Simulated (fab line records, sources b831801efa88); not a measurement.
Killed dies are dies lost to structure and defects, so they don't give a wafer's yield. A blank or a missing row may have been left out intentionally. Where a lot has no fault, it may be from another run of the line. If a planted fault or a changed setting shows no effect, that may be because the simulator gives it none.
Chamber matching -- flow gf180mcu -- GF_V3_CMP_04 on cmp-01: 4 sister chambers
The step polishes SiO2. 14 wafers are shown with their chamber, then 7 later ones without.

== EACH WAFER AND ITS CHAMBER ==
wafer,chamber,motor-current-A (A),platen-rpm (rpm)
L403.4,0,11.1,59.99
L403.5,0,10.9,59.92
L403.6,3,12.9,60.00
L406.2,1,12.0,59.93
L406.3,3,13.4,59.99
L406.6,2,12.1,60.00
L409.1,1,11.6,60.00
L409.2,2,11.7,59.98
L409.4,3,13.0,60.03
L417.1,3,12.5,60.03
L417.2,0,11.6,60.06
L417.5,1,11.6,60.03
L420.3,2,11.6,60.02
L420.4,1,11.6,59.97

SIGNATURES (averages over the wafers above)
reading,chamber 0,chamber 1,chamber 2,chamber 3,scatter within a chamber
motor-current-A,11.200,11.700,11.800,12.950,0.305
platen-rpm,59.9900,59.9825,60.0000,60.0125,0.0417
Rule: for a wafer and a chamber, the distance is found by dividing, reading by reading, the gap between the wafer's reading and the chamber's mean by the reading's scatter, squaring, summing and taking the root. The wafer belongs to the nearest chamber; if the next one is less than 2 further off, it can't be placed. How the scatter is found: for the shown wafers, subtract from each reading the mean of its chamber, square and add these, divide the total by (wafers less chambers), then take the root.

== WAFERS WHOSE CHAMBER IS MISSING ==
wafer,motor-current-A (A),platen-rpm (rpm)
L420.6,13.1,59.96
L422.1,11.4,60.02
L422.2,12.2,60.04
L422.4,11.5,59.99
L426.2,12.7,60.01
L426.5,12.0,59.99
L426.6,11.8,60.01

== WHICH CHAMBER EACH WENT THROUGH ==
wafer,from the rows above,in truth
L420.6,3,3
L422.1,can't be placed: 0 or 1 or 2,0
L422.2,can't be placed: 2 or 1 or 3 or 0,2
L422.4,can't be placed: 1 or 0 or 2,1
L426.2,3,3
L426.5,can't be placed: 2 or 1 or 0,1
L426.6,can't be placed: 2 or 1 or 0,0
2 of 7 placed correctly. Can't be placed from these rows: 5 (the true chamber is among the candidates in 5). Wrongly placed: 0.
